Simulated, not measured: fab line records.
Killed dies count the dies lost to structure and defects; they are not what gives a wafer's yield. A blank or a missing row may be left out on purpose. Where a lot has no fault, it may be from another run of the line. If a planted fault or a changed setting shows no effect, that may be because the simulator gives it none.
fab line records + flow gf180mcu
record
- lots=5
- wafers=15
- lastDay=33
route steps=602 shown TOP_METAL@586 PASSIVATION@587
lots with no fault: from the same line, run without faults
startH: start of the lot's first displayed wafer, in hours after the record's first day + waitH: time in hours since the lot's previous step + " the same as in the row above + L1.1+2: several wafers, shown together as one row + - no value, or no start given + * or withheld: withheld + < > ~ a bound
route shown NAME@n: NAME is a module with steps in the file, n the number in the route of the first one + usual: mean/standard deviation taken from wafers without a fault + same: alike in all rows + chamber/n: place in a boat + sites: per-site readings + _std_site: their standard deviation + _edge_site: inner sites' mean taken away from outer sites' mean + radiusMm: how far each site lies from the wafer's centre + mask NAME#n: copy n + behind: tool/chamber where the wafer was last shaped + hold: why the lot went on hold/how many hours it stayed there/how the hold came to an end + device: transistor that didn't switch, given as n, p or np + end of line: at the end of the route, the tests of the same wafers + a step with no rows: only its recipe + killed: the dies lost at the first sort to structure and to defects; this is not the yield of the wafer + map: a wafer's dies, x killed, . not, _ none there
set.NAME: setting as actually run; set.NAME@STEP: the setting as run at that earlier step + model.NAME: the simulator's own value behind a step, which no gauge read
certain route steps with their lots: each step a table, each wafer a row
services: the hour from which a tool's chamber was out of use, counted from the record's first day as startH (under 0 if before that day), plus the number of hours and why
## steps
# step GF_TOP_METAL_CLEAN_19
# recipe
- chemistry=DIW
- dry=n2Spin
# step GF_PASSIVATION_CVD_00
# recipe
- material=SiO2
- targetThkNm=1000
- precursor=TEOS
- tempC=400
- timeS=111.95
- rfW=600
# usual
- heaterPowerW=670/87
| lot.wafer | tool     | chamber | startH | waitH | heaterPowerW |
|-----------|----------|---------|--------|-------|--------------|
| L794.3    | pecvd-03 | 1       | 668.87 | 0.0   | 724          |
| L794.4    | "        | 2       | "      | "     | 677          |
| L794.6    | "        | 0       | "      | "     | 596          |
| L795.2    | pecvd-02 | 0       | 672.76 | 0.0   | 617          |
| L795.4    | "        | 2       | "      | "     | 585          |
| L795.6    | "        | 1       | "      | "     | 644          |
| L805.2    | pecvd-01 | 0       | 743.16 | 0.0   | 690          |
| L805.4    | "        | 2       | "      | "     | 674          |
| L805.5    | "        | 0       | "      | "     | 756          |
| L808.1    | pecvd-03 | 2       | 765.00 | 0.0   | 636          |
| L808.4    | "        | 2       | "      | "     | 673          |
| L808.5    | "        | 1       | "      | "     | 753          |
| L811.2    | pecvd-01 | 0       | 777.26 | 0.0   | 758          |
| L811.3    | "        | 1       | "      | "     | 894          |
| L811.4    | "        | 2       | "      | "     | 637          |
# step GF_PASSIVATION_THK_MEAS_01
# recipe
- reads=SiO2_of_PASSIVATION_CVD_00
# usual
- PASSIVATION_CVD_00_THK=1001/11
| lot.wafer | tool         | chamber | startH | waitH | PASSIVATION_CVD_00_THK[nm] |
|-----------|--------------|---------|--------|-------|----------------------------|
| L794.3    | filmMetro-02 | -       | 668.97 | 0.1   | 977                        |
| L794.4    | "            | -       | "      | "     | 1009                       |
| L794.6    | "            | -       | "      | "     | 996                        |
| L795.2    | filmMetro-02 | -       | 672.85 | 0.0   | 995                        |
| L795.4    | "            | -       | "      | "     | 1022                       |
| L795.6    | "            | -       | "      | "     | 1016                       |
| L805.2    | filmMetro-01 | -       | 743.25 | 0.0   | 989                        |
| L805.4    | "            | -       | "      | "     | 993                        |
| L805.5    | "            | -       | "      | "     | 994                        |
| L808.1    | filmMetro-02 | -       | 765.08 | 0.0   | 994                        |
| L808.4    | "            | -       | "      | "     | 1012                       |
| L808.5    | "            | -       | "      | "     | 1000                       |
| L811.2    | filmMetro-02 | -       | 777.35 | 0.0   | 998                        |
| L811.3    | "            | -       | "      | "     | 1006                       |
| L811.4    | "            | -       | "      | "     | 1014                       |
# step GF_PASSIVATION_CVD_02
# recipe
- material=Si3N4
- targetThkNm=700
- timeS=486.18
- tempC=400
- rfW=450
# usual
- heaterPowerW=734/96
| lot.wafer | tool     | chamber | startH | waitH | heaterPowerW |
|-----------|----------|---------|--------|-------|--------------|
| L794.3    | pecvd-02 | 1       | 669.01 | 0.0   | 727          |
| L794.4    | "        | 0       | "      | "     | 664          |
| L794.6    | "        | 2       | "      | "     | 641          |
| L795.2    | pecvd-01 | 2       | 672.90 | 0.0   | 619          |
| L795.4    | "        | 0       | "      | "     | 778          |
| L795.6    | "        | 2       | "      | "     | 663          |
| L805.2    | pecvd-03 | 2       | 743.30 | 0.0   | 731          |
| L805.4    | "        | 2       | "      | "     | 597          |
| L805.5    | "        | 0       | "      | "     | 628          |
| L808.1    | pecvd-02 | 0       | 765.14 | 0.1   | 744          |
| L808.4    | "        | 0       | "      | "     | 748          |
| L808.5    | "        | 1       | "      | "     | 745          |
| L811.2    | pecvd-02 | 0       | 777.40 | 0.0   | 693          |
| L811.3    | "        | 2       | "      | "     | 789          |
| L811.4    | "        | 0       | "      | "     | 740          |
# step GF_PASSIVATION_THK_MEAS_03
# recipe
- reads=Si3N4_of_PASSIVATION_CVD_02
# usual
- PASSIVATION_CVD_02_THK=698/8.9
| lot.wafer | tool         | chamber | startH | waitH | PASSIVATION_CVD_02_THK[nm] |
|-----------|--------------|---------|--------|-------|----------------------------|
| L794.3    | filmMetro-03 | -       | 669.31 | 0.2   | 697                        |
| L794.4    | "            | -       | "      | "     | 702                        |
| L794.6    | "            | -       | "      | "     | 714                        |
| L795.2    | filmMetro-02 | -       | 673.20 | 0.2   | 701                        |
| L795.4    | "            | -       | "      | "     | 710                        |
| L795.6    | "            | -       | "      | "     | 704                        |
| L805.2    | filmMetro-03 | -       | 743.60 | 0.2   | 682                        |
| L805.4    | "            | -       | "      | "     | 697                        |
| L805.5    | "            | -       | "      | "     | 699                        |
| L808.1    | filmMetro-03 | -       | 765.42 | 0.1   | 696                        |
| L808.4    | "            | -       | "      | "     | 704                        |
| L808.5    | "            | -       | "      | "     | 703                        |
| L811.2    | filmMetro-01 | -       | 777.70 | 0.2   | 695                        |
| L811.3    | "            | -       | "      | "     | 688                        |
| L811.4    | "            | -       | "      | "     | 707                        |
# step GF_PASSIVATION_DEHYDRATE_04
# recipe
- tempC=200
- timeS=60
# step GF_PASSIVATION_HMDS_05
# recipe
- primeTimeS=60
- primeTempC=120
# step GF_PASSIVATION_COAT_06
# recipe
- spinRpm=2000
- resistThkNm=4000
# step GF_PASSIVATION_SOFTBAKE_07
# recipe
- tempC=110
- timeS=withheld
# step GF_PASSIVATION_EXPOSE_08
# recipe
- maskId=Pad
- targetCdNm=40000
- na=0.57
- doseMj=310
# step GF_PASSIVATION_PEB_09
# recipe
- tempC=115
- timeS=withheld
# step GF_PASSIVATION_DEVELOP_10
# recipe
- developTimeS=60
- devTempC=23
# step GF_PASSIVATION_ETCH_11
# recipe
- chemistry=CF4/O2
- targetDepthNm=1800
- stopOn=TiN
- sourceW=800
- biasW=150
- pressureMtorr=150
- cf4FlowSccm=80
- O2_flow_sccm=10
- timeS=390.4
# usual
- drypumpMotorCurrentA=5.7/0.47
- oesProductAu=0.975/0.0066
- throttleValvePct=5.964/0.009
| lot.wafer | tool       | chamber | startH | waitH | drypumpMotorCurrentA | oesProductAu | rfHoursCounterH | throttleValvePct | model.coat_of_PASSIVATION_COAT_06.thkNm | model.etch.depthNm | model.PASSIVATION.featureDepthNm |
|-----------|------------|---------|--------|-------|----------------------|--------------|-----------------|------------------|-----------------------------------------|--------------------|----------------------------------|
| L794.3    | rieDiel-02 | 0       | 688.40 | -     | 5.5                  | 0.962        | 15              | 5.969            | 2853                                    | 1675               | 1675                             |
| L794.4    | "          | 1       | "      | "     | 5.7                  | 0.984        | 15              | 5.968            | 2835                                    | 1711               | 1711                             |
| L794.6    | "          | 3       | "      | "     | 5.0                  | 0.980        | -               | 5.970            | 2860                                    | 1710               | 1710                             |
| L795.2    | rieDiel-04 | 1       | 691.77 | -     | 5.6                  | 0.965        | 39              | 5.965            | 2855                                    | 1697               | 1697                             |
| L795.4    | "          | 3       | "      | "     | 5.3                  | 0.983        | 14              | 5.971            | 2834                                    | 1732               | 1732                             |
| L795.6    | "          | 0       | "      | "     | 5.8                  | 0.973        | -               | 5.959            | 2828                                    | 1721               | 1721                             |
| L805.2    | rieDiel-03 | 3       | 760.35 | -     | 5.9                  | 0.903        | 1               | 5.937            | 3039                                    | 1475               | 1475                             |
| L805.4    | "          | 0       | "      | "     | 6.5                  | 0.971        | 12              | 5.975            | 2835                                    | 1691               | 1691                             |
| L805.5    | "          | 1       | "      | "     | 5.3                  | 0.979        | -               | 5.959            | 2834                                    | 1693               | 1693                             |
| L808.1    | rieDiel-04 | 1       | 781.75 | -     | 5.5                  | 0.972        | 43              | 5.961            | 2875                                    | 1690               | 1690                             |
| L808.4    | "          | 3       | "      | "     | 5.3                  | 0.982        | -               | 5.967            | 2862                                    | 1716               | 1716                             |
| L808.5    | "          | 2       | "      | "     | 6.5                  | 0.974        | -               | 5.965            | 2859                                    | 1702               | 1702                             |
| L811.2    | rieDiel-04 | 1       | 793.07 | -     | 5.6                  | 0.972        | 44              | 5.972            | 2850                                    | 1693               | 1693                             |
| L811.3    | "          | 2       | "      | "     | 6.5                  | 0.974        | 16              | 5.969            | 2830                                    | 1694               | 1694                             |
| L811.4    | "          | 0       | "      | "     | 5.8                  | 0.988        | 14              | 5.977            | 2824                                    | 1720               | 1720                             |
# step GF_PASSIVATION_STRIP_12
# recipe
- chemistry=O2/N2
- powerW=1400
- pressureMtorr=1500
- platenTempC=250
- o2FlowSccm=3000
- n2FlowSccm=300
- overashFraction=0.5
# usual
- drypumpMotorCurrentA=5.4/0.38
- heaterPowerW=344/53
- n2FlowSccm=300.1/0.87
- oesProductAu=0.719/0.0046
- stripTimeToEndpointS=35.13/0.22
| lot.wafer | tool           | chamber | startH | waitH | drypumpMotorCurrentA | heaterPowerW | n2FlowSccm | oesProductAu | rfHoursCounterH | stripTimeToEndpointS |
|-----------|----------------|---------|--------|-------|----------------------|--------------|------------|--------------|-----------------|----------------------|
| L794.3    | plasmaAsher-04 | 0       | 688.67 | 0.2   | 5.6                  | 340          | 301.3      | 0.711        | -               | 35.36                |
| L794.4    | "              | 1       | "      | "     | 4.9                  | 324          | 299.3      | 0.728        | -               | 35.20                |
| L794.6    | "              | 0       | "      | "     | 5.6                  | 347          | 300.0      | 0.718        | -               | 35.44                |
| L795.2    | plasmaAsher-02 | 0       | 692.01 | 0.1   | 6.2                  | 356          | 299.5      | 0.714        | 108             | 35.41                |
| L795.4    | "              | 0       | "      | "     | 6.2                  | 364          | 298.7      | 0.710        | -               | 35.18                |
| L795.6    | "              | 1       | "      | "     | 5.3                  | 362          | 298.6      | 0.726        | -               | 35.11                |
| L805.2    | plasmaAsher-03 | 1       | 760.59 | 0.1   | 5.6                  | 270          | 300.7      | 0.720        | 34              | 37.53                |
| L805.4    | "              | 1       | "      | "     | 5.6                  | 269          | 299.9      | 0.718        | -               | 35.20                |
| L805.5    | "              | 0       | "      | "     | 5.5                  | 450          | 299.5      | 0.713        | -               | 35.19                |
| L808.1    | plasmaAsher-04 | 0       | 781.99 | 0.1   | 5.6                  | 340          | 299.9      | 0.718        | 99              | 35.63                |
| L808.4    | "              | 1       | "      | "     | 4.8                  | 319          | 300.5      | 0.725        | -               | 35.47                |
| L808.5    | "              | 0       | "      | "     | 5.6                  | 337          | 300.3      | 0.718        | -               | 35.44                |
| L811.2    | plasmaAsher-04 | 0       | 793.31 | 0.1   | 5.6                  | 332          | 300.7      | 0.719        | 100             | 35.38                |
| L811.3    | "              | 1       | "      | "     | 4.8                  | 317          | 298.9      | 0.716        | -               | 35.13                |
| L811.4    | "              | 0       | "      | "     | 5.6                  | 334          | 299.9      | 0.715        | -               | 35.07                |
# step GF_PASSIVATION_ANNEAL_13
# recipe
- tempC=400
- timeS=1800
- ambient=N2/H2
- idleTempC=300
- rampUpCPerMin=10
- rampDownCPerMin=3
# step GF_PASSIVATION_PROBE_99
| lot.wafer  | tool      | chamber | startH | waitH | model.etest.diodeNwellSub.underFloor | model.etest.met1.open | model.etest.pad.open | model.etest.via3Chain.open | model.etest.capMim.open | model.etest.nplusSal.open | model.etest.met1Comb.underFloor | model.etest.nmos_3p3.open |
|------------|-----------|---------|--------|-------|--------------------------------------|-----------------------|----------------------|----------------------------|-------------------------|---------------------------|---------------------------------|---------------------------|
| L794.3+4+6 | prober-02 | -       | 690.46 | 0.2   | 0                                    | 0                     | 0                    | 0                          | 0                       | 0                         | 0                               | 0                         |
| L795.2+4+6 | prober-02 | -       | 693.78 | 0.1   | 0                                    | 0                     | 0                    | 0                          | 0                       | 0                         | 0                               | 0                         |
| L805.2     | prober-02 | -       | 762.36 | 0.1   | 1                                    | 1                     | 1                    | 1                          | 1                       | 1                         | 1                               | 1                         |
| L805.4+5   | prober-02 | -       | 762.46 | 0.2   | 0                                    | 0                     | 0                    | 0                          | 0                       | 0                         | 0                               | 0                         |
| L808.1+4+5 | prober-01 | -       | 783.71 | 0.1   | 0                                    | 0                     | 0                    | 0                          | 0                       | 0                         | 0                               | 0                         |
| L811.2+3+4 | prober-02 | -       | 795.08 | 0.1   | 0                                    | 0                     | 0                    | 0                          | 0                       | 0                         | 0                               | 0                         |
# killed by level:class
L794.3 CONTACT:geometricParticle:short=6 V5:geometricParticle:open=6 V2:geometricParticle:open=5 CONTACT:geometricParticle:open=4 STI:geometricParticle:short=3 STI:geometricParticle:open=2 V1:geometricParticle:open=2 V3:geometricParticle:open=2
L794.4 CONTACT:geometricParticle:open=9 V3:geometricParticle:open=7 V5:geometricParticle:open=5 V1:geometricParticle:open=4 V2:geometricParticle:open=4 CONTACT:geometricParticle:short=3 M3:geometricParticle:short=3 V5:geometricParticle:short=3
L794.6 STI:geometricParticle:short=5 CONTACT:geometricParticle:open=5 M2:geometricParticle:short=5 M3:geometricParticle:short=5 V2:geometricParticle:open=4 SALICIDE:geometricParticle:short=3 V3:geometricParticle:short=3 V4:geometricParticle:short=3
L795.2 CONTACT:geometricParticle:short=5 V1:geometricParticle:open=5 V2:geometricParticle:open=5 V5:geometricParticle:short=4 V3:geometricParticle:short=3 STI:geometricParticle:short=2 CONTACT:geometricParticle:open=2 M2:geometricParticle:short=2
L795.4 V3:geometricParticle:open=5 V5:geometricParticle:open=5 STI:geometricParticle:open=3 CONTACT:geometricParticle:open=3 M1:geometricParticle:short=3 M3:geometricParticle:short=3 V4:geometricParticle:open=3 POLY_GATE:geometricParticle:open=2
L795.6 M3:geometricParticle:short=5 CONTACT:geometricParticle:short=3 M1:geometricParticle:short=3 V2:geometricParticle:open=3 V5:geometricParticle:short=3 V1:geometricParticle:open=2 V2:geometricParticle:short=2 M3:geometricParticle:open=2
L808.1 V3:geometricParticle:open=6 V5:geometricParticle:open=6 V4:geometricParticle:open=5 V2:geometricParticle:open=4 STI:geometricParticle:short=3 STI:geometricParticle:open=3 M1:geometricParticle:short=3 POLY_GATE:geometricParticle:short=3
L808.4 V2:geometricParticle:open=5 CONTACT:geometricParticle:open=4 V1:geometricParticle:open=3 M2:geometricParticle:short=3 V4:geometricParticle:open=3 V2:geometricParticle:short=2 M3:geometricParticle:short=2 M4:geometricParticle:open=2
L808.5 V3:geometricParticle:short=7 CONTACT:geometricParticle:short=5 V5:geometricParticle:short=4 V1:geometricParticle:open=3 V3:geometricParticle:open=3 V4:geometricParticle:open=3 V4:geometricParticle:short=3 V5:geometricParticle:open=3
L811.2 M1:geometricParticle:short=5 V1:geometricParticle:open=4 V4:geometricParticle:open=4 V5:geometricParticle:short=3 STI:geometricParticle:short=2 POLY_GATE:geometricParticle:short=2 CONTACT:geometricParticle:open=2 V3:geometricParticle:short=2
L811.3 CONTACT:geometricParticle:open=6 V2:geometricParticle:open=4 V4:geometricParticle:open=4 STI:geometricParticle:open=3 V1:geometricParticle:short=3 V2:geometricParticle:short=3 V4:geometricParticle:short=3 V3:geometricParticle:open=3
L811.4 V4:geometricParticle:open=7 V3:geometricParticle:open=7 CONTACT:geometricParticle:open=6 V2:geometricParticle:open=6 V2:geometricParticle:short=4 V5:geometricParticle:open=4 STI:geometricParticle:short=3 V1:geometricParticle:open=3
## services
| tool           | chamber | startH | hours | kind        |
|----------------|---------|--------|-------|-------------|
| plasmaAsher-03 | -       | 650.24 | 1.3   | repair      |
| plasmaAsher-02 | -       | 659.48 | 10.8  | repair      |
| rieDiel-03     | -       | 667.44 | 1.3   | repair      |
| plasmaAsher-02 | -       | 669.82 | 0.8   | repair      |
| pecvd-03       | -       | 670.52 | 6.0   | pm          |
| rieDiel-03     | 2       | 673.69 | -     | clean       |
| pecvd-01       | 0       | 680.15 | 9.0   | repair      |
| pecvd-03       | 0       | 693.21 | 6.3   | repair      |
| plasmaAsher-02 | -       | 698.08 | 3.5   | repair      |
| plasmaAsher-02 | -       | 714.18 | 0.5   | repair      |
| plasmaAsher-02 | -       | 721.10 | 1.4   | repair      |
| pecvd-02       | -       | 723.99 | 3.2   | repair      |
| rieDiel-03     | -       | 725.07 | 1.1   | repair      |
| rieDiel-02     | 3       | 726.50 | 3.8   | repair      |
| plasmaAsher-02 | -       | 733.75 | 9.0   | pm          |
| rieDiel-02     | 2       | 734.69 | 2.6   | repair      |
| pecvd-01       | 1       | 734.83 | -     | calibration |
| rieDiel-03     | 1       | 735.74 | 10.5  | repair      |
| rieDiel-03     | 3       | 738.03 | 11.5  | repair      |
| rieDiel-02     | -       | 755.76 | 0.7   | repair      |
| pecvd-01       | 1       | 756.45 | 13.0  | repair      |
| rieDiel-02     | 3       | 773.94 | 37.2  | repair      |
| rieDiel-02     | 2       | 778.20 | 16.0  | repair      |
| rieDiel-04     | 0       | 779.32 | 10.3  | repair      |
## key
firstSign
- step=GF_PASSIVATION_ETCH_11
- reading=oesProductAu
- direction=down
- sigmas=11
- usual=0.975
- struck=0.903
effect
- step=GF_PASSIVATION_ETCH_11
- reading=throttleValvePct
- direction=down
- sigmas=3.1
- usual=5.964
- struck=5.937
effect
- step=GF_PASSIVATION_STRIP_12
- reading=stripTimeToEndpointS
- direction=up
- sigmas=11
- usual=*
- struck=*
modelEffect
- step=GF_PASSIVATION_ETCH_11
- value=coat_of_PASSIVATION_COAT_06.thkNm
- without=2824
- struck=3039
modelEffect
- step=GF_PASSIVATION_PROBE_99
- value=etest.diodeNwellSub.underFloor
- without=0
- struck=1
metAt GF_PASSIVATION_ETCH_11
struckWafers L805.2
laterRowsLeftOut L805.2
sortLeftOut L805.2
fault
- kind=processParameterDrift
- tool=rieDiel-03
- chamber=3
- onsetH=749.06
- steps=GF_PASSIVATION_ETCH_11
- channel=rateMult
- offset=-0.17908
- shape=step
- endH=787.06
# sortLeftOut: the simulated sort isn't trusted on such a fault, so these wafers' sort isn't shown, and their yield isn't known
# laterRowsLeftOut: the simulator's readings of these wafers behind a module that went badly wrong aren't trusted and aren't shown, but for the sort
